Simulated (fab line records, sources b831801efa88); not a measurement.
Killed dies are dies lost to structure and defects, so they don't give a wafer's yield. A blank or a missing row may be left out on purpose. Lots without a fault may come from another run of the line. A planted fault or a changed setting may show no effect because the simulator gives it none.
fab line records | flow sky130
record lots=15 wafers=45 last_day=50
route steps=708 shown LDD_P@264 RES_XHIGH@341 SD_N@356 SD_P@359
lots that met no fault: from a run of the same line without faults
start_h: hours from the record's first day to the start of the lot's first wafer shown | wait_h: hours since the lot's step before | " the same as in the row above | L1.1+2: a row that stands for several wafers | - no value, or no start given | * or withheld: withheld | < > ~ a bound
route shown NAME@n: a module of which the file shows steps, and the number in the route of the first | usual: mean/standard deviation of fault-free wafers | same: alike in all rows | chamber/n: place in a boat | sites: the reading at each site | _std_site: their standard deviation | _edge_site: outer sites' mean less inner sites' | radius_mm: how far each site lies from the wafer's centre | mask NAME#n: copy n | behind: the tool/chamber that last shaped the wafer | hold: why the lot was held/for how many hours/how that ended | device: the transistor (n, p or np) that didn't switch | end of line: the same wafers' tests at the end of the route | a step without rows: its recipe alone | killed: dies lost to structure and defects at the first sort, not the wafer's yield | map: a wafer's dies, x killed, . not, _ none there
set.NAME: the setting as run; set.NAME@STEP: as run at that earlier step | model.NAME: the simulator's own value behind a step, which no gauge read
steps of the route over a sample of lots; a table a step, a row a wafer
services: from which hour (start_h, from the record's first day; less than 0 if before it) a tool's chamber was out of use, for how many hours, and why
## steps
# step SKY_LDD_P_IMPLANT_09
# recipe species=BF2 energy_kev=25 dose_cm2=1e+13 tilt_deg=withheld
# usual implant_ion_amu=49/0
# columns lot.wafer tool chamber start_h wait_h implant_ion_amu
L462.2 implanter-02 0 458.77 0.0 49
L462.4 " 0 " " 49
L462.5 " 0 " " 49
L463.3 implanter-04 0 463.57 0.1 49
L463.5 " 0 " " 49
L463.6 " 0 " " 49
L464.1 implanter-01 0 471.57 0.0 49
L464.3 " 0 " " 49
L464.5 " 0 " " 49
L465.1 implanter-01 0 487.67 0.0 49
L465.5 " 0 " " 49
L465.6 " 0 " " 49
L466.4 implanter-04 0 493.24 0.1 49
L466.5 " 0 " " 49
L466.6 " 0 " " 49
L467.2 implanter-02 0 496.25 0.0 49
L467.5 " 0 " " 49
L467.6 " 0 " " 49
L468.2 implanter-02 0 505.22 0.0 49
L468.4 " 0 " " 49
L468.5 " 0 " " 49
L469.4 implanter-04 0 525.69 0.1 49
L469.5 " 0 " " 49
L469.6 " 0 " " 49
L470.2 implanter-02 0 526.37 0.0 49
L470.4 " 0 " " 49
L470.6 " 0 " " 49
L471.1 implanter-04 0 535.15 0.0 49
L471.5 " 0 " " 49
L471.6 " 0 " " 49
L473.1 implanter-02 0 557.42 0.0 49
L473.3 " 0 " " 49
L473.4 " 0 " " 49
L474.1 implanter-04 0 561.92 0.0 75
L474.3 " 0 " " 75
L474.5 " 0 " " 75
L475.2 implanter-01 0 570.10 0.0 75
L475.4 " 0 " " 75
L475.5 " 0 " " 75
L476.2 implanter-04 0 570.77 0.0 75
L476.4 " 0 " " 75
L476.6 " 0 " " 75
L477.1 implanter-01 0 587.90 0.0 75
L477.2 " 0 " " 75
L477.3 " 0 " " 75
# step SKY_LDD_P_TW_MEAS_11
# usual LDD_P_TW=637/8.9
# columns lot.wafer tool chamber start_h wait_h LDD_P_TW
L462.2 film_metro-02 - 459.01 0.1 650
L462.4 " - " " 650
L462.5 " - " " 648
L463.3 film_metro-02 - 463.79 0.1 650
L463.5 " - " " 650
L463.6 " - " " 648
L464.1 film_metro-02 - 471.82 0.1 652
L464.3 " - " " 649
L464.5 " - " " 655
L465.1 film_metro-01 - 487.92 0.1 633
L465.5 " - " " 635
L465.6 " - " " 628
L466.4 film_metro-01 - 493.45 0.1 629
L466.5 " - " " 630
L466.6 " - " " 634
L467.2 film_metro-01 - 496.48 0.1 629
L467.5 " - " " 631
L467.6 " - " " 635
L468.2 film_metro-02 - 505.46 0.1 652
L468.4 " - " " 649
L468.5 " - " " 649
L469.4 film_metro-03 - 525.90 0.1 626
L469.5 " - " " 627
L469.6 " - " " 626
L470.2 film_metro-01 - 526.61 0.1 629
L470.4 " - " " 628
L470.6 " - " " 631
L471.1 film_metro-02 - 535.40 0.1 649
L471.5 " - " " 650
L471.6 " - " " 646
L473.1 film_metro-01 - 557.67 0.1 630
L473.3 " - " " 633
L473.4 " - " " 632
L474.1 film_metro-01 - 562.17 0.1 1042
L474.3 " - " " 1045
L474.5 " - " " 1043
L475.2 film_metro-01 - 570.33 0.1 1046
L475.4 " - " " 1041
L475.5 " - " " 1043
L476.2 film_metro-03 - 571.01 0.1 1039
L476.4 " - " " 1040
L476.6 " - " " 1040
L477.1 film_metro-01 - 588.15 0.1 1046
L477.2 " - " " 1044
L477.3 " - " " 1042
# step SKY_RES_XHIGH_TW_MEAS_09
# usual RES_XHIGH_TW=1648/19
# columns lot.wafer tool chamber start_h wait_h RES_XHIGH_TW
L462.2 film_metro-02 - 645.57 0.1 1676
L462.4 " - " " 1675
L462.5 " - " " 1671
L463.3 film_metro-04 - 649.78 0.1 1654
L463.5 " - " " 1657
L463.6 " - " " 1667
L464.1 film_metro-01 - 655.66 0.1 1610
L464.3 " - " " 1613
L464.5 " - " " 1611
L465.1 film_metro-04 - 675.06 0.1 1637
L465.5 " - " " 1641
L465.6 " - " " 1644
L466.4 film_metro-02 - 677.39 0.1 1665
L466.5 " - " " 1667
L466.6 " - " " 1666
L467.2 film_metro-01 - 681.32 0.1 1628
L467.5 " - " " 1623
L467.6 " - " " 1630
L468.2 film_metro-02 - 687.37 0.1 1663
L468.4 " - " " 1663
L468.5 " - " " 1662
L469.4 film_metro-04 - 708.24 0.1 1630
L469.5 " - " " 1633
L469.6 " - " " 1624
L470.2 film_metro-04 - 710.47 0.1 1633
L470.4 " - " " 1627
L470.6 " - " " 1642
L471.1 film_metro-02 - 714.51 0.1 1660
L471.5 " - " " 1659
L471.6 " - " " 1675
L473.1 film_metro-04 - 737.86 0.1 1655
L473.3 " - " " 1651
L473.4 " - " " 1652
L474.1 film_metro-02 - 743.77 0.1 1665
L474.3 " - " " 1673
L474.5 " - " " 1671
L475.2 film_metro-02 - 747.92 0.1 1662
L475.4 " - " " 1659
L475.5 " - " " 1669
L476.2 film_metro-04 - 748.22 0.1 1634
L476.4 " - " " 1641
L476.6 " - " " 1645
L477.1 film_metro-04 - 766.51 0.1 1651
L477.2 " - " " 1647
L477.3 " - " " 1649
# step SKY_SD_N_RTA_14
# recipe temp_c=1075 time_s=2 idle_temp_c=650 ramp_up_c_per_s=150 ramp_down_c_per_s=90 ambient=N2
# usual lamp_power_pct=15.73/0.053 wafer_temp_C_max=1078.1/1.3
# columns lot.wafer tool chamber start_h wait_h lamp_power_pct wafer_temp_C_max
L462.2 rtp_anneal-02 0 675.17 0.0 15.65 1076.5
L462.4 " 0 " " 15.67 1078.0
L462.5 " 0 " " 15.71 1080.2
L463.3 rtp_anneal-01 0 679.30 0.0 15.85 1076.4
L463.5 " 0 " " 15.73 1076.7
L463.6 " 0 " " 15.75 1079.9
L464.1 rtp_anneal-02 0 685.49 0.0 15.72 1076.8
L464.3 " 0 " " 15.77 1077.9
L464.5 " 0 " " 15.66 1080.0
L465.1 rtp_anneal-01 0 704.31 0.0 15.65 1077.9
L465.5 " 0 " " 15.69 1079.7
L465.6 " 0 " " 15.69 1076.8
L466.4 rtp_anneal-02 0 706.80 0.0 15.69 1079.0
L466.5 " 0 " " 15.72 1077.7
L466.6 " 0 " " 15.79 1077.8
L467.2 rtp_anneal-01 0 711.18 0.0 15.84 1079.4
L467.5 " 0 " " 15.74 1077.5
L467.6 " 0 " " 15.69 1080.0
L468.2 rtp_anneal-02 0 716.37 0.0 15.89 1078.0
L468.4 " 0 " " 15.71 1079.7
L468.5 " 0 " " 15.66 1077.0
L469.4 rtp_anneal-01 0 737.30 0.0 15.69 1079.3
L469.5 " 0 " " 15.74 1080.1
L469.6 " 0 " " 15.77 1077.5
L470.2 rtp_anneal-02 0 738.57 0.0 15.72 1078.8
L470.4 " 0 " " 15.72 1074.2
L470.6 " 0 " " 15.71 1075.9
L471.1 rtp_anneal-01 0 744.03 0.0 15.74 1079.1
L471.5 " 0 " " 15.76 1077.6
L471.6 " 0 " " 15.68 1076.0
L473.1 rtp_anneal-01 0 766.77 0.0 15.80 1077.8
L473.3 " 0 " " 15.68 1078.8
L473.4 " 0 " " 15.72 1078.2
L474.1 rtp_anneal-02 0 772.16 0.0 15.78 1076.7
L474.3 " 0 " " 15.81 1078.4
L474.5 " 0 " " 15.77 1077.6
L475.2 rtp_anneal-01 0 776.69 0.0 15.68 1077.4
L475.4 " 0 " " 15.67 1079.6
L475.5 " 0 " " 15.75 1077.2
L476.2 rtp_anneal-02 0 776.78 0.0 15.78 1078.2
L476.4 " 0 " " 15.77 1079.0
L476.6 " 0 " " 15.76 1078.4
L477.1 rtp_anneal-01 0 794.48 0.0 15.70 1078.9
L477.2 " 0 " " 15.69 1078.5
L477.3 " 0 " " 15.71 1078.3
# step SKY_SD_N_RS_MEAS_17
# recipe thk_meas_gauge=four-point-probe
# usual SD_P_RS=147.1/0.38
# columns lot.wafer tool chamber start_h wait_h SD_P_RS[ohm/sq]
L462.2 film_metro-02 - 675.47 0.1 147.2
L462.4 " - " " 146.8
L462.5 " - " " 147.0
L463.3 film_metro-02 - 679.61 0.1 147.5
L463.5 " - " " 146.9
L463.6 " - " " 147.7
L464.1 film_metro-04 - 685.79 0.1 147.3
L464.3 " - " " 147.5
L464.5 " - " " 147.5
L465.1 film_metro-04 - 704.61 0.1 146.1
L465.5 " - " " 146.4
L465.6 " - " " 146.2
L466.4 film_metro-02 - 707.13 0.1 146.7
L466.5 " - " " 146.8
L466.6 " - " " 146.8
L467.2 film_metro-04 - 711.49 0.1 147.0
L467.5 " - " " 147.3
L467.6 " - " " 147.5
L468.2 film_metro-02 - 716.67 0.1 147.0
L468.4 " - " " 147.0
L468.5 " - " " 147.0
L469.4 film_metro-01 - 737.63 0.1 147.4
L469.5 " - " " 147.1
L469.6 " - " " 147.3
L470.2 film_metro-04 - 738.87 0.1 147.4
L470.4 " - " " 147.2
L470.6 " - " " 146.9
L471.1 film_metro-04 - 744.32 0.1 146.6
L471.5 " - " " 147.5
L471.6 " - " " 147.0
L473.1 film_metro-01 - 767.07 0.1 146.9
L473.3 " - " " 147.3
L473.4 " - " " 147.6
L474.1 film_metro-02 - 772.45 0.1 147.2
L474.3 " - " " 147.6
L474.5 " - " " 147.3
L475.2 film_metro-04 - 776.99 0.1 146.5
L475.4 " - " " 146.5
L475.5 " - " " 146.6
L476.2 film_metro-01 - 777.09 0.1 147.4
L476.4 " - " " 147.3
L476.6 " - " " 147.3
L477.1 film_metro-01 - 794.77 0.1 146.9
L477.2 " - " " 146.9
L477.3 " - " " 146.7
## services
# columns tool chamber start_h hours kind
implanter-04 - 471.27 4.2 pm
rtp_anneal-02 - 494.12 3.0 pm
implanter-04 - 503.94 5.9 repair
implanter-04 - 509.44 0.6 repair
implanter-04 - 518.38 0.8 repair
implanter-01 - 525.41 4.5 pm
implanter-01 - 532.41 1.4 repair
implanter-01 - 546.90 2.0 repair
implanter-04 - 586.69 6.7 repair
implanter-01 - 602.79 2.7 pm
implanter-04 - 622.18 10.1 repair
implanter-04 - 634.93 3.2 repair
rtp_anneal-02 - 642.16 9.3 pm
implanter-02 - 655.83 6.2 repair
implanter-02 - 699.00 4.0 repair
implanter-01 - 702.20 4.0 repair
implanter-04 - 738.01 0.9 repair
implanter-01 - 777.20 19.7 pm
implanter-02 - 794.00 2.5 pm
## key
first_sign step=SKY_LDD_P_IMPLANT_09 reading=implant_ion_amu direction=up sigmas=99+ usual=49 struck=75
effect step=SKY_LDD_P_TW_MEAS_11 reading=LDD_P_TW direction=up sigmas=46 usual=637 struck=1043
met_at SKY_LDD_P_IMPLANT_09
struck_lots L474,L475,L476,L477
sort_left_out L474.1,L474.3,L474.5,L475.2,L475.4,L475.5,L476.2,L476.4,L476.6,L477.1,L477.2,L477.3
tester_left_out L474,L475,L476,L477
not_acting_at SKY_RES_XHIGH_TW_MEAS_09,SKY_SD_N_RTA_14,SKY_SD_N_RS_MEAS_17
onset_between 535.15 561.92
fault kind=wrong_recipe_download tool=implanter-01,implanter-02,implanter-04 chamber=- onset_h=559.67 steps=SKY_LDD_P_IMPLANT_09 wrong_recipe.not_listed=1
# tester_left_out: of these lots the tester's yield and bins aren't shown, on N5 and GAA mostly nor the transistor test; their killed dies are dies lost to structure and defects alone, not to doping, threshold or leakage, so they don't give the yield
# sort_left_out: the simulated sort isn't trusted on such a fault, so these wafers' sort isn't shown, and their yield isn't known
